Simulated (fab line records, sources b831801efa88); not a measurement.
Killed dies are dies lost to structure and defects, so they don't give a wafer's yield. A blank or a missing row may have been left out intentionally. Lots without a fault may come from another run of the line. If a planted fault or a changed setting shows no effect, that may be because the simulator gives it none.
fab line records    flow sky130
record: lots: 6  wafers: 18  last-day: 49
route steps=708 shown LI_CONTACT@381 LOCAL_INTERCONNECT@387 PAD_OPEN@708
lots untouched by any fault: they come from a run of this same line in which no faults occurred
start-h: hours from the record's first day to the start of the lot's first wafer shown    wait-h: time in hours since the lot's previous step    " identical to the entry in the row above    L1.1+2: a row that stands for several wafers    - value missing, or start not given    * or withheld: withheld    < > ~ a bound
route shown NAME@n: NAME is a module with steps in the file, n the number in the route of the first one    usual: mean/standard deviation taken from wafers without a fault    same: alike in all rows    chamber/n: place in a boat    sites: the reading at each site    _std_site: standard deviation of those values    _edge_site: inner sites' mean taken away from outer sites' mean    radius-mm: for every site, how far away it sits from the centre of the wafer    mask NAME#n: copy n    behind: the most recent tool/chamber to have shaped the wafer    hold: reason for holding the lot/hours on hold/outcome of the hold    device: the n, p or np transistor that did not switch    end of line: the tests these same wafers got at the end of their route    step lacking rows: just its recipe    killed: at the first sort, the dies lost to defects and structure; wafer yield is something else    map: dies across one wafer; x = killed, . = not, _ = none there
set.NAME: setting as actually run; set.NAME@STEP: the setting as run at that earlier step    model.NAME: the simulator's own value behind a step, which no gauge read
lots seen at some steps along the route; tables by step, rows by wafer
services: the hour from which a tool's chamber was out of use, counted from the record's first day as start-h (under 0 if before that day), plus the number of hours and why
== steps ==
step: SKY_LI_CONTACT_SPUTTER_19
recipe: material: Ti  target-thk-nm: 20  chamber-pressure-pa: 5  power-w: 2500  substrate-temp-c: 200  time-s: 106.37
usual: throttle-valve-pct: 30.1/1
lot.wafer  tool            chamber  start-h  wait-h  throttle-valve-pct
L526.1     pvd-sputter-02  -        673.62   0.0     30.7
L526.2     "               -        "        "       30.0
L526.4     "               -        "        "       30.1
L527.2     pvd-sputter-02  -        691.92   0.0     30.1
L527.5     "               -        "        "       31.1
L527.6     "               -        "        "       30.1
L534.2     pvd-sputter-01  -        748.97   0.0     28.7
L534.5     "               -        "        "       28.8
L534.6     "               -        "        "       29.5
L535.1     pvd-sputter-02  -        752.97   0.0     30.8
L535.4     "               -        "        "       31.0
L535.5     "               -        "        "       31.4
L545.1     pvd-sputter-02  -        833.26   0.0     31.0
L545.5     "               -        "        "       29.9
L545.6     "               -        "        "       29.7
L547.3     pvd-sputter-01  -        840.09   0.0     29.7
L547.5     "               -        "        "       30.3
L547.6     "               -        "        "       28.9
step: SKY_LI_CONTACT_SPUTTER_20
recipe: material: TiN  target-thk-nm: 20  chamber-pressure-pa: 5  power-w: 4000  time-s: 80
usual: throttle-valve-pct: 30.1/1
lot.wafer  tool            chamber  start-h  wait-h  throttle-valve-pct
L526.1     pvd-sputter-02  -        673.70   0.0     31.0
L526.2     "               -        "        "       29.8
L526.4     "               -        "        "       29.6
L527.2     pvd-sputter-02  -        691.99   0.0     29.9
L527.5     "               -        "        "       31.3
L527.6     "               -        "        "       29.9
L534.2     pvd-sputter-01  -        749.04   0.0     28.8
L534.5     "               -        "        "       28.9
L534.6     "               -        "        "       29.5
L535.1     pvd-sputter-02  -        753.05   0.0     30.9
L535.4     "               -        "        "       31.3
L535.5     "               -        "        "       31.7
L545.1     pvd-sputter-02  -        833.34   0.0     30.9
L545.5     "               -        "        "       29.6
L545.6     "               -        "        "       29.7
L547.3     pvd-sputter-01  -        840.17   0.0     29.8
L547.5     "               -        "        "       30.4
L547.6     "               -        "        "       29.0
step: SKY_LI_CONTACT_CVD_21
recipe: material: W  target-thk-nm: 400  time-s: 120.56  temp-c: 400  pressure-torr: 40
usual: heater-power-w: 913/84
lot.wafer  tool      chamber  start-h  wait-h  heater-power-w
L526.1     cvd-w-02  1        673.76   0.0     1043
L526.2     "         0        "        "       863
L526.4     "         0        "        "       858
L527.2     cvd-w-01  0        692.05   0.0     929
L527.5     "         0        "        "       945
L527.6     "         1        "        "       794
L534.2     cvd-w-02  0        749.10   0.0     866
L534.5     "         1        "        "       1066
L534.6     "         0        "        "       874
L535.1     cvd-w-01  1        753.11   0.0     831
L535.4     "         0        "        "       954
L535.5     "         1        "        "       814
L545.1     cvd-w-02  0        833.40   0.0     869
L545.5     "         0        "        "       874
L545.6     "         0        "        "       888
L547.3     cvd-w-02  1        840.27   0.1     1086
L547.5     "         1        "        "       1057
L547.6     "         0        "        "       883
step: SKY_LI_CONTACT_RS_MEAS_22
recipe: thk-meas-gauge: four-point-probe  reads: W_of_LI_CONTACT_CVD_21+TiN_of_LI_CONTACT_SPUTTER_20+Ti_of_LI_CONTACT_SPUTTER_19
usual: LI_CONTACT_W_RS: 0.2833/0.0024
lot.wafer  tool           chamber  start-h  wait-h  LI_CONTACT_W_RS[ohm/sq]
L526.1     film-metro-02  -        673.88   0.1     0.2841
L526.2     "              -        "        "       0.2834
L526.4     "              -        "        "       0.2809
L527.2     film-metro-02  -        692.20   0.1     0.2854
L527.5     "              -        "        "       0.2818
L527.6     "              -        "        "       0.2871
L534.2     film-metro-01  -        749.25   0.1     0.2782
L534.5     "              -        "        "       0.2811
L534.6     "              -        "        "       0.2809
L535.1     film-metro-04  -        753.23   0.1     0.2847
L535.4     "              -        "        "       0.2846
L535.5     "              -        "        "       0.2838
L545.1     film-metro-01  -        833.65   0.2     0.2852
L545.5     "              -        "        "       0.2828
L545.6     "              -        "        "       0.2813
L547.3     film-metro-02  -        840.40   0.1     0.2851
L547.5     "              -        "        "       0.2836
L547.6     "              -        "        "       0.2844
step: SKY_LI_CONTACT_THK_MEAS_23
recipe: thk-meas-gauge: xrf  reads: W_of_LI_CONTACT_CVD_21
usual: LI_CONTACT_W_THK: 389/5.1
lot.wafer  tool           chamber  start-h  wait-h  LI_CONTACT_W_THK[nm]
L526.1     film-metro-02  -        674.00   0.1     386
L526.2     "              -        "        "       388
L526.4     "              -        "        "       394
L527.2     film-metro-02  -        692.31   0.1     387
L527.5     "              -        "        "       390
L527.6     "              -        "        "       381
L534.2     film-metro-01  -        749.36   0.1     401
L534.5     "              -        "        "       398
L534.6     "              -        "        "       399
L535.1     film-metro-04  -        753.35   0.1     378
L535.4     "              -        "        "       377
L535.5     "              -        "        "       378
L545.1     film-metro-01  -        833.77   0.1     393
L545.5     "              -        "        "       395
L545.6     "              -        "        "       397
L547.3     film-metro-02  -        840.50   0.1     388
L547.5     "              -        "        "       388
L547.6     "              -        "        "       388
step: SKY_LI_CONTACT_CMP_24
recipe: stop-on: PSG  t-overpolish-s: 20  down-force-psi: 3.5  platen-rpm: 60  target-thk-nm: 0  pad-velocity-m-s: 0.94248
usual: head-pressure-psi: 3.500/0.0075  motor-current-A: 11.1/0.93  overpolish-run-s: 20.000/0.0089  slurry-filter-dp-kPa: 13.50/0.12  time-to-endpoint-s: 99/4.5
lot.wafer  tool    chamber  start-h  wait-h  head-pressure-psi  motor-current-A  overpolish-run-s  slurry-filter-dp-kPa  time-to-endpoint-s
L526.4     cmp-02  1        674.06   0.0     3.508              11.5             19.997            13.47                 102
L526.1     "       2        "        "       3.515              10.3             19.999            13.56                 105
L526.2     "       0        "        "       3.507              11.9             19.997            13.54                 92
L527.2     cmp-02  1        692.46   0.1     3.490              11.3             19.998            13.36                 95
L527.6     "       3        "        "       3.505              11.4             20.005            13.38                 96
L527.5     "       0        "        "       3.499              12.2             20.008            13.45                 90
L534.2     cmp-01  0        749.46   0.1     3.498              10.0             20.000            13.48                 106
L534.6     "       3        "        "       3.508              9.4              20.000            13.67                 96
L534.5     "       0        "        "       3.499              10.4             19.993            13.42                 106
L535.1     cmp-01  3        753.46   0.1     3.490              9.9              19.977            13.62                 96
L535.4     "       0        "        "       3.499              10.3             20.016            13.44                 101
L535.5     "       3        "        "       3.489              10.1             20.004            13.39                 96
L545.1     cmp-01  0        833.93   0.1     3.506              10.3             19.984            13.67                 104
L545.6     "       2        "        "       3.505              11.2             19.997            13.61                 94
L545.5     "       3        "        "       3.515              9.7              19.995            13.74                 98
L547.3     cmp-01  0        840.54   0.0     3.496              10.4             19.997            13.62                 105
L547.6     "       0        "        "       3.503              10.1             20.007            13.64                 105
L547.5     "       1        "        "       3.509              11.8             19.995            13.49                 102
step: SKY_LOCAL_INTERCONNECT_SPUTTER_00
recipe: material: TiN  target-thk-nm: 100  temp-c: 300  power-w: 6500  time-s: 83.3  chamber-pressure-pa: 0.4
step: SKY_LOCAL_INTERCONNECT_RS_MEAS_01
recipe: thk-meas-gauge: four-point-probe  reads: TiN_of_LOCAL_INTERCONNECT_SPUTTER_00
usual: LOCAL_INTERCONNECT_TIN_RS: 14.01/0.16
lot.wafer  tool           chamber  start-h  wait-h  LOCAL_INTERCONNECT_TIN_RS[ohm/sq]
L526.1     film-metro-01  -        674.43   0.0     13.99
L526.2     "              -        "        "       13.80
L526.4     "              -        "        "       13.75
L527.2     film-metro-03  -        692.74   0.1     13.84
L527.5     "              -        "        "       13.92
L527.6     "              -        "        "       13.80
L534.2     film-metro-03  -        749.79   0.1     14.03
L534.5     "              -        "        "       13.98
L534.6     "              -        "        "       13.92
L535.1     film-metro-03  -        753.78   0.0     13.85
L535.4     "              -        "        "       13.82
L535.5     "              -        "        "       13.93
L545.1     film-metro-03  -        834.20   0.0     14.07
L545.5     "              -        "        "       14.55
L545.6     "              -        "        "       14.21
L547.3     film-metro-03  -        840.94   0.1     14.03
L547.5     "              -        "        "       13.93
L547.6     "              -        "        "       13.82
step: SKY_LOCAL_INTERCONNECT_THK_MEAS_02
recipe: thk-meas-gauge: xrf  reads: TiN_of_LOCAL_INTERCONNECT_SPUTTER_00
usual: LOCAL_INTERCONNECT_TIN_THK: 101.0/1.3
lot.wafer  tool           chamber  start-h  wait-h  LOCAL_INTERCONNECT_TIN_THK[nm]
L526.1     film-metro-01  -        674.55   0.1     101.8
L526.2     "              -        "        "       102.7
L526.4     "              -        "        "       103.3
L527.2     film-metro-03  -        692.85   0.1     102.1
L527.5     "              -        "        "       101.8
L527.6     "              -        "        "       102.7
L534.2     film-metro-03  -        749.90   0.1     101.0
L534.5     "              -        "        "       101.3
L534.6     "              -        "        "       101.8
L535.1     film-metro-03  -        753.90   0.1     102.3
L535.4     "              -        "        "       102.2
L535.5     "              -        "        "       101.3
L545.1     film-metro-03  -        834.32   0.1     100.6
L545.5     "              -        "        "       97.2
L545.6     "              -        "        "       99.4
L547.3     film-metro-03  -        841.04   0.1     100.3
L547.5     "              -        "        "       101.1
L547.6     "              -        "        "       101.9
step: SKY_LOCAL_INTERCONNECT_DEHYDRATE_03
recipe: temp-c: 200  time-s: 60
step: SKY_LOCAL_INTERCONNECT_HMDS_04
recipe: prime-time-s: 60  prime-temp-c: 120
step: SKY_LOCAL_INTERCONNECT_COAT_05
recipe: resist: BARC  temp-c: withheld  time-s: withheld  spin-rpm: 3000  resist-thk-nm: 60
step: SKY_LOCAL_INTERCONNECT_COAT_06
recipe: resist: KrF-thick  spin-rpm: 3000  resist-thk-nm: 450
usual: spin-speed-rpm: 3000.4/1.9
lot.wafer  tool            chamber  start-h  wait-h  spin-speed-rpm  model.KrF-thick_of_LOCAL_INTERCONNECT_COAT_06.thk-nm
L526.1     litho-track-03  0        687      -       2999.6          448.8
L526.2     "               0        "        "       2997.8          449.8
L526.4     "               0        "        "       2998.4          448.7
L527.2     litho-track-04  0        705      -       2999.3          449.4
L527.5     "               0        "        "       3002.6          450.6
L527.6     "               0        "        "       3001.9          448.7
L534.2     litho-track-04  0        764      -       2926.4          455.8
L534.5     "               0        "        "       2927.1          455.7
L534.6     "               0        "        "       2928.2          456.6
L535.1     litho-track-04  0        768      -       2927.5          454.6
L535.4     "               0        "        "       2926.4          452.9
L535.5     "               0        "        "       2930.1          452.8
L545.1     litho-track-03  0        846      -       2999.6          450
L545.5     "               0        "        "       3001.5          449.6
L545.6     "               0        "        "       2999.0          450.4
L547.3     litho-track-03  0        854      -       2999.9          450.6
L547.5     "               0        "        "       3000.9          450
L547.6     "               0        "        "       2999.3          448.1
step: SKY_LOCAL_INTERCONNECT_SOFTBAKE_07
recipe: temp-c: 100  time-s: 90  resist: KrF-thick
step: SKY_LOCAL_INTERCONNECT_EXPOSE_08
recipe: mask-id: LI1M  na: 0.8  source-shape: annular  sigma-inner: 0.55  sigma-outer: 0.85  target-cd-nm: 170  dose-mj: 28
step: SKY_LOCAL_INTERCONNECT_PEB_09
recipe: peb-temp-c: withheld  peb-time-s: withheld  resist: KrF-thick
step: SKY_LOCAL_INTERCONNECT_DEVELOP_10
recipe: develop-time-s: 60  resist: KrF-thick  dev-temp-c: 21
step: SKY_LOCAL_INTERCONNECT_CD_MEAS_11
recipe: target-cd-nm: 170
usual: cd-nm: 170.1/1.5
lot.wafer  tool       chamber  start-h  wait-h  cd-nm
L526.1     cd-sem-02  -        700.09   -       169.9
L526.2     "          -        "        "       169.7
L526.4     "          -        "        "       170.4
L527.2     cd-sem-02  -        718.11   -       171.2
L527.5     "          -        "        "       171.9
L527.6     "          -        "        "       169.1
L534.2     cd-sem-01  -        777.06   -       171.0
L534.5     "          -        "        "       170.2
L534.6     "          -        "        "       170.0
L535.1     cd-sem-02  -        780.09   -       169.0
L535.4     "          -        "        "       169.4
L535.5     "          -        "        "       169.4
L545.1     cd-sem-02  -        859.65   -       168.5
L545.5     "          -        "        "       170.2
L545.6     "          -        "        "       169.7
L547.3     cd-sem-02  -        866.29   -       169.5
L547.5     "          -        "        "       167.6
L547.6     "          -        "        "       168.3
step: SKY_LOCAL_INTERCONNECT_OVL_MEAS_12
usual: LOCAL_INTERCONNECT_OVL: -2/5.2
lot.wafer  tool        chamber  start-h  wait-h  LOCAL_INTERCONNECT_OVL[nm]
L526.1     overlay-02  -        700.21   0.1     0
L526.2     "           -        "        "       2
L526.4     "           -        "        "       -8
L527.2     overlay-01  -        718.22   0.1     3
L527.5     "           -        "        "       5
L527.6     "           -        "        "       3
L534.2     overlay-01  -        777.16   0.1     -4
L534.5     "           -        "        "       -8
L534.6     "           -        "        "       -2
L535.1     overlay-01  -        780.21   0.1     -3
L535.4     "           -        "        "       1
L535.5     "           -        "        "       -10
L545.1     overlay-02  -        859.77   0.1     -11
L545.5     "           -        "        "       -8
L545.6     "           -        "        "       -7
L547.3     overlay-02  -        866.38   0.1     -5
L547.5     "           -        "        "       -11
L547.6     "           -        "        "       -17
step: SKY_LOCAL_INTERCONNECT_ETCH_13
recipe: chemistry: N2/H2  target: BARC  ion-energy-ev: 200  bias-w: 100  pressure-mtorr: 30  n2-flow-sccm: 100  h2-flow-sccm: 200  icp-w: 500  stop-on: SiO2  time-s: 45.9  target-depth-a: 600
usual: bias-w: 100.03/0.29  drypump-motor-current-A: 5.8/0.54  he-backside-leak-sccm: 3.38/0.29  oes-product-au: 0.855/0.0044  rf-fwd-power-W: 495.6/2  throttle-valve-pct: 13.225/0.0089
lot.wafer  tool          chamber  start-h  wait-h  bias-w  drypump-motor-current-A  he-backside-leak-sccm  oes-product-au  rf-fwd-power-W  rf-hours-counter-h  throttle-valve-pct
L526.1     rie-metal-01  1        700.24   0.0     100.41  6.2                      3.02                   0.857           495.0           13                  13.225
L526.2     "             0        "        "       99.81   4.9                      3.15                   0.856           497.6           1                   13.224
L526.4     "             0        "        "       100.25  4.9                      3.35                   0.852           496.0           -                   13.226
L527.2     rie-metal-02  0        718.25   0.0     100.25  5.5                      3.37                   0.853           498.3           5                   13.226
L527.5     "             1        "        "       99.68   6.1                      3.55                   0.850           497.9           -                   13.212
L527.6     "             0        "        "       100.47  5.5                      3.20                   0.852           495.5           -                   13.211
L534.2     rie-metal-03  1        777.19   0.0     99.71   6.4                      3.71                   0.857           493.5           5                   13.223
L534.5     "             0        "        "       100.30  6.0                      3.27                   0.861           494.6           -                   13.215
L534.6     "             1        "        "       99.48   6.4                      3.44                   0.853           495.1           -                   13.230
L535.1     rie-metal-03  1        780.25   0.0     99.58   6.4                      3.41                   0.858           494.6           5                   13.228
L535.4     "             1        "        "       99.77   6.4                      3.46                   0.855           494.5           -                   13.225
L535.5     "             0        "        "       100.25  6.0                      3.58                   0.851           496.9           -                   13.216
L545.1     rie-metal-02  1        859.80   0.0     99.99   6.1                      3.40                   0.849           494.9           17                  13.235
L545.5     "             1        "        "       99.88   6.1                      3.29                   0.858           496.6           -                   13.239
L545.6     "             0        "        "       100.10  5.5                      3.23                   0.853           497.0           -                   13.223
L547.3     rie-metal-01  0        866.42   0.0     100.08  4.9                      3.30                   0.857           497.2           -                   13.229
L547.5     "             0        "        "       100.52  4.9                      3.38                   0.852           495.0           -                   13.228
L547.6     "             1        "        "       100.15  6.1                      3.36                   0.857           493.2           -                   13.218
step: SKY_LOCAL_INTERCONNECT_METAL_ETCH_14
recipe: target-depth-nm: 110  stop-on: PSG  chemistry: Cl2/BCl3  target: TiN  resist-sidewall-deg: 88  pressure-mtorr: 10  icp-w: 900  bias-w: 48.5  Cl2_flow_sccm: 60  bcl3-flow-sccm: 30  time-s: 31.4
usual: bias-w: 48.47/0.14  drypump-motor-current-A: 5.8/0.54  he-backside-leak-sccm: 3.40/0.19  oes-product-au: 0.946/0.0076  rf-fwd-power-W: 890/4.2  throttle-valve-pct: 21.898/0.0096
lot.wafer  tool          chamber  start-h  wait-h  bias-w  drypump-motor-current-A  he-backside-leak-sccm  oes-product-au  rf-fwd-power-W  rf-hours-counter-h  throttle-valve-pct  model.KrF-thick_of_LOCAL_INTERCONNECT_COAT_06.thk-nm
L526.1     rie-metal-01  1        700.31   0.0     48.49   6.2                      3.28                   0.949           887             13                  21.907              346.5
L526.2     "             0        "        "       48.48   4.9                      3.34                   0.961           887             1                   21.886              350.1
L526.4     "             0        "        "       48.46   4.9                      3.44                   0.956           896             -                   21.878              348.8
L527.2     rie-metal-02  0        718.33   0.1     48.55   5.5                      3.39                   0.954           893             5                   21.899              345.5
L527.5     "             1        "        "       48.40   6.1                      3.44                   0.952           894             -                   21.904              350
L527.6     "             0        "        "       48.56   5.5                      3.34                   0.961           896             -                   21.891              344.5
L534.2     rie-metal-03  1        777.26   0.0     48.70   6.4                      3.50                   0.945           882             5                   21.900              352.8
L534.5     "             0        "        "       48.68   6.0                      3.80                   0.944           888             -                   21.898              354.1
L534.6     "             1        "        "       48.57   6.4                      3.43                   0.954           884             -                   21.901              354.2
L535.1     rie-metal-03  1        780.31   0.0     48.25   6.4                      3.66                   0.947           883             5                   21.907              352.1
L535.4     "             1        "        "       48.36   6.4                      3.55                   0.951           882             -                   21.898              350.1
L535.5     "             0        "        "       48.22   6.0                      3.31                   0.953           887             -                   21.885              351.6
L545.1     rie-metal-02  1        859.86   0.0     48.57   6.1                      3.38                   0.942           890             17                  21.904              348.7
L545.5     "             1        "        "       48.42   6.1                      3.47                   0.929           891             -                   21.917              348.9
L545.6     "             0        "        "       48.59   5.5                      3.34                   0.948           894             -                   21.904              346.8
L547.3     rie-metal-01  0        866.48   0.0     48.33   4.9                      3.35                   0.949           892             -                   21.894              349.2
L547.5     "             0        "        "       48.33   4.9                      3.39                   0.947           892             -                   21.896              348.9
L547.6     "             1        "        "       48.54   6.1                      3.35                   0.953           883             -                   21.897              345
step: SKY_LOCAL_INTERCONNECT_STRIP_15
recipe: chemistry: O2/N2  power-w: 1400  pressure-mtorr: 1500  platen-temp-c: withheld  o2-flow-sccm: 3000  n2-flow-sccm: 300  overash-fraction: 0.5
step: SKY_PAD_OPEN_PROBE_99
usual: killed_at_M0_to_M3: 43/6.8  killed_at_M4_up: 2.9/1.7  killed-at-contacts: 24/5.4  killed-at-front-end: 15/4.8  killed-at-other: 0.3/0.57  killed-dies: 85/9.4  killed-open: 47/7.5  killed-short: 38/5.7
same: gross-dies: 492  killed-at-back-side: 0
lot.wafer  tool       chamber  start-h  wait-h  killed_at_M0_to_M3  killed_at_M4_up  killed-at-contacts  killed-at-front-end  killed-at-other  killed-dies  killed-open  killed-short
L526.1     prober-01  -        1065.29  0.1     52                  3                22                  14                   0                91           45           46
L526.2     prober-01  -        1065.34  0.1     43                  4                33                  7                    0                87           54           33
L526.4     prober-01  -        1065.44  0.2     50                  0                32                  11                   1                94           54           40
L527.2     prober-01  -        1080.48  0.1     41                  4                33                  13                   3                94           55           39
L527.5     prober-01  -        1080.63  0.2     45                  7                22                  21                   0                95           53           42
L527.6     prober-01  -        1080.68  0.2     44                  3                21                  19                   0                87           49           38
L534.2     prober-02  -        1126.20  0.1     48                  1                22                  16                   1                88           43           45
L534.5     prober-02  -        1126.35  0.2     53                  2                19                  19                   0                93           52           41
L534.6     prober-02  -        1126.40  0.2     40                  4                20                  18                   0                82           45           37
L535.1     prober-01  -        1129.12  0.1     36                  3                28                  9                    2                78           40           38
L535.4     prober-01  -        1129.27  0.2     53                  5                27                  15                   0                100          58           42
L535.5     prober-01  -        1129.32  0.2     42                  3                26                  21                   0                92           44           48
L545.1     prober-01  -        1182.07  0.1     50                  2                28                  16                   0                96           52           44
L545.5     prober-01  -        1182.27  0.2     48                  1                23                  21                   0                93           56           37
L545.6     prober-01  -        1182.32  0.2     44                  2                24                  14                   0                84           45           39
L547.3     prober-01  -        1184.68  0.2     41                  4                21                  18                   0                84           47           37
L547.5     prober-01  -        1184.78  0.2     46                  5                22                  24                   2                99           56           43
L547.6     prober-01  -        1184.83  0.2     43                  3                24                  20                   0                90           56           34
killed by level:class
L526.1 VIA1:geometric-particle:open=11 VIA3:geometric-particle:short=9 CONTACT:geometric-particle:open=7 POLY_GATE:geometric-particle:open=7 VIA1:geometric-particle:short=6 VIA2:geometric-particle:open=6 LI_CONTACT:geometric-particle:open=5 METAL2:geometric-particle:short=5
L526.2 CONTACT:geometric-particle:open=18 VIA1:geometric-particle:open=12 LI_CONTACT:geometric-particle:open=7 METAL1:geometric-particle:short=5 METAL3:geometric-particle:short=5 LI_CONTACT:geometric-particle:short=4 VIA1:geometric-particle:short=4 VIA2:geometric-particle:open=4
L526.4 CONTACT:geometric-particle:open=10 VIA2:geometric-particle:open=10 VIA1:geometric-particle:open=9 VIA3:geometric-particle:short=7 LI_CONTACT:geometric-particle:open=7 LOCAL_INTERCONNECT:geometric-particle:short=6 VIA3:geometric-particle:open=6 LI_CONTACT:geometric-particle:short=5
L527.2 CONTACT:geometric-particle:open=13 VIA1:geometric-particle:open=10 VIA3:geometric-particle:open=9 LI_CONTACT:geometric-particle:open=8 VIA2:geometric-particle:open=8 CONTACT:geometric-particle:short=7 FIELD_ISO:geometric-particle:short=4 POLY_GATE:geometric-particle:short=4
L527.5 CONTACT:geometric-particle:open=9 VIA2:geometric-particle:open=9 VIA1:geometric-particle:short=7 METAL4:geometric-particle:short=7 VIA3:geometric-particle:open=7 POLY_GATE:geometric-particle:open=6 LI_CONTACT:geometric-particle:open=6 METAL1:geometric-particle:short=5
L527.6 VIA3:geometric-particle:open=10 METAL1:geometric-particle:short=8 POLY_GATE:geometric-particle:open=7 VIA1:geometric-particle:open=7 CONTACT:geometric-particle:open=6 LI_CONTACT:geometric-particle:open=5 FIELD_ISO:geometric-particle:open=4 POLY_GATE:geometric-particle:short=4
L534.2 VIA3:geometric-particle:open=9 VIA3:geometric-particle:short=9 CONTACT:geometric-particle:open=8 METAL2:geometric-particle:short=8 LI_CONTACT:geometric-particle:open=5 VIA1:geometric-particle:open=5 FIELD_ISO:geometric-particle:short=4 POLY_GATE:geometric-particle:open=4
L534.5 VIA1:geometric-particle:open=13 CONTACT:geometric-particle:open=9 METAL2:geometric-particle:short=9 VIA2:geometric-particle:open=8 VIA3:geometric-particle:open=7 LOCAL_INTERCONNECT:geometric-particle:short=5 POLY_GATE:geometric-particle:short=4 VIA2:geometric-particle:short=4
L534.6 VIA1:geometric-particle:open=9 VIA3:geometric-particle:open=8 VIA2:geometric-particle:open=7 CONTACT:geometric-particle:open=7 CONTACT:geometric-particle:short=6 FIELD_ISO:geometric-particle:open=5 VIA2:geometric-particle:short=5 POLY_GATE:geometric-particle:short=4
L535.1 CONTACT:geometric-particle:open=12 METAL2:geometric-particle:short=9 VIA1:geometric-particle:open=7 LI_CONTACT:geometric-particle:open=6 CONTACT:geometric-particle:short=5 FIELD_ISO:geometric-particle:open=4 VIA2:geometric-particle:open=4 VIA3:geometric-particle:short=4
L535.4 VIA1:geometric-particle:open=10 LI_CONTACT:geometric-particle:open=9 VIA3:geometric-particle:open=7 CONTACT:geometric-particle:short=7 METAL2:geometric-particle:short=6 VIA2:geometric-particle:open=6 CONTACT:geometric-particle:open=5 POLY_GATE:geometric-particle:open=4
L535.5 CONTACT:geometric-particle:open=8 CONTACT:geometric-particle:short=8 VIA1:geometric-particle:open=7 METAL2:geometric-particle:short=6 VIA3:geometric-particle:open=6 FIELD_ISO:geometric-particle:short=5 POLY_GATE:geometric-particle:open=5 METAL1:geometric-particle:short=5
L545.1 VIA1:geometric-particle:open=13 METAL1:geometric-particle:short=10 CONTACT:geometric-particle:open=9 FIELD_ISO:geometric-particle:open=8 LOCAL_INTERCONNECT:geometric-particle:short=7 METAL2:geometric-particle:short=7 VIA2:geometric-particle:open=7 LI_CONTACT:geometric-particle:open=4
L545.5 VIA1:geometric-particle:open=11 LI_CONTACT:geometric-particle:open=10 METAL2:geometric-particle:short=8 CONTACT:geometric-particle:open=7 FIELD_ISO:geometric-particle:open=6 VIA3:geometric-particle:short=6 POLY_GATE:geometric-particle:open=6 METAL1:geometric-particle:short=6
L545.6 VIA1:geometric-particle:open=11 CONTACT:geometric-particle:open=10 VIA1:geometric-particle:short=6 METAL2:geometric-particle:short=5 CONTACT:geometric-particle:short=5 VIA3:geometric-particle:open=5 POLY_GATE:geometric-particle:short=4 LI_CONTACT:geometric-particle:open=4
L547.3 VIA1:geometric-particle:open=11 FIELD_ISO:geometric-particle:open=8 CONTACT:geometric-particle:open=8 VIA2:geometric-particle:open=7 FIELD_ISO:geometric-particle:short=6 METAL2:geometric-particle:short=6 LI_CONTACT:geometric-particle:open=5 METAL1:geometric-particle:short=5
L547.5 VIA3:geometric-particle:open=9 VIA1:geometric-particle:open=9 METAL2:geometric-particle:short=7 CONTACT:geometric-particle:open=7 LI_CONTACT:geometric-particle:open=6 FIELD_ISO:geometric-particle:short=5 CONTACT:geometric-particle:short=5 METAL1:geometric-particle:short=5
L547.6 VIA1:geometric-particle:open=10 LI_CONTACT:geometric-particle:open=9 FIELD_ISO:geometric-particle:open=8 CONTACT:geometric-particle:open=7 VIA3:geometric-particle:open=7 METAL2:geometric-particle:short=6 FIELD_ISO:geometric-particle:short=5 VIA1:geometric-particle:short=5
== services ==
tool            chamber  start-h  hours  kind
cvd-w-02        0        654.57   2.1    repair
cmp-02          -        659.05   8.1    pm
cvd-w-01        0        675.92   5.7    repair
cmp-01          -        692.09   1.6    repair
cmp-01          -        696.54   2.9    repair
cmp-01          -        698.99   1.8    repair
rie-metal-03    -        699.67   14.6   pm
rie-metal-01    1        709.11   5.7    repair
rie-metal-03    1        725.35   15.3   repair
cvd-w-01        -        735.58   2.8    pm
cmp-01          -        744.00   4.0    pm
cvd-w-01        -        746.84   2.1    repair
cmp-02          -        749.87   1.7    repair
cmp-02          -        766.93   6.4    repair
rie-metal-03    -        768.53   1.6    repair
cmp-01          -        805.26   6.8    pm
cvd-w-02        -        812.82   6.9    pm
cvd-w-02        1        821.63   14.7   repair
cmp-01          -        828.17   2.6    repair
pvd-sputter-02  3        832.59   -      consumable-replace:kit
pvd-sputter-02  3        832.59   18.0   scheduled-down
pvd-sputter-02  3        832.59   18.0   vent-cycle
cmp-02          -        840.36   4.0    repair
pvd-sputter-02  -        857.42   0.7    repair
== key ==
first-sign: step: SKY_LOCAL_INTERCONNECT_COAT_06  reading: spin-speed-rpm  direction: down  sigmas: 37  usual: 3000.4  struck: 2927.6
effect none on later readings
model-effect: step: SKY_LOCAL_INTERCONNECT_COAT_06  value: KrF-thick_of_LOCAL_INTERCONNECT_COAT_06.thk-nm  without: 449.3  struck: 454.7
model-effect: step: SKY_LOCAL_INTERCONNECT_METAL_ETCH_14  value: KrF-thick_of_LOCAL_INTERCONNECT_COAT_06.thk-nm  without: 347  struck: 352.5
met-at SKY_LOCAL_INTERCONNECT_COAT_06
struck-wafers L534.2,L534.5,L534.6,L535.1,L535.4,L535.5
tester-left-out L534,L535
onset-between 705 764
fault: kind: process-parameter-drift  tool: litho-track-04  chamber: -  onset-h: 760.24  steps: SKY_LOCAL_INTERCONNECT_COAT_06  channel: spin-rpm  offset: -71.521  shape: step  end-h: 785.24  acts-in: these-recipes-only  stated: 3000
tester-left-out: of these lots the tester's yield and bins aren't shown, on N5 and GAA mostly nor the transistor test; their killed dies are dies lost to structure and defects alone, not to doping, threshold or leakage, so they don't give the yield
